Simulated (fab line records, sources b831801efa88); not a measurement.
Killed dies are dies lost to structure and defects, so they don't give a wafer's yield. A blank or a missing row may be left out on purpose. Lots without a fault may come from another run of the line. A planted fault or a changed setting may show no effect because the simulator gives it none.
Chamber matching | flow sky130 | SKY_METAL4_ETCH_17 on rie_diel-02: 4 sister chambers
The step etches SiO2 in C4F8/O2/Ar, stops on TiN, time 3.9 s, target depth 15 nm. 4 wafers are shown with their chamber, then 10 later ones without.

WAFERS WITH THEIR CHAMBER
wafer  | chamber | oes_product_au (a.u.)
L083.6 | 3       | 0.755
L087.4 | 1       | 0.773
L089.1 | 0       | 0.747
L089.5 | 2       | 0.760

WAFERS WITHOUT THEIR CHAMBER
wafer  | oes_product_au (a.u.)
L089.6 | 0.748
L093.3 | 0.753
L093.5 | 0.757
L093.6 | 0.768
L094.3 | 0.748
L094.4 | 0.755
L094.6 | 0.751
L096.1 | 0.743
L096.4 | 0.757
L096.6 | 0.767

WHICH CHAMBER EACH WENT THROUGH
wafer  | from the rows above          | in truth
L089.6 | can't be placed: 0 or 3      | 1
L093.3 | can't be placed: 3 or 0 or 2 | 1
L093.5 | can't be placed: 3 or 2      | 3
L093.6 | can't be placed: 1 or 2      | 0
L094.3 | can't be placed: 0 or 3      | 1
L094.4 | can't be placed: 3 or 2      | 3
L094.6 | can't be placed: 0 or 3 or 2 | 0
L096.1 | 0                            | 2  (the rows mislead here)
L096.4 | can't be placed: 3 or 2      | 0
L096.6 | can't be placed: 1 or 2 or 3 | 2
Placed correctly: 0 of 10. Can't be placed from these rows: 9 (the true chamber is among the candidates in 4). Placed wrongly: 1.
How it was worked out, from the rows above alone: a wafer's distance from a chamber is the root of the sum, over the readings, of the square of ((its reading less the chamber's mean) divided by the reading's scatter). The wafer belongs to the nearest chamber; if the next one is less than 2 further off, it can't be placed. A chamber's mean is the mean of its shown wafers. The scatter: with one shown wafer a chamber, the root of the mean of the squares of how far each hidden wafer lies from its nearest shown one.
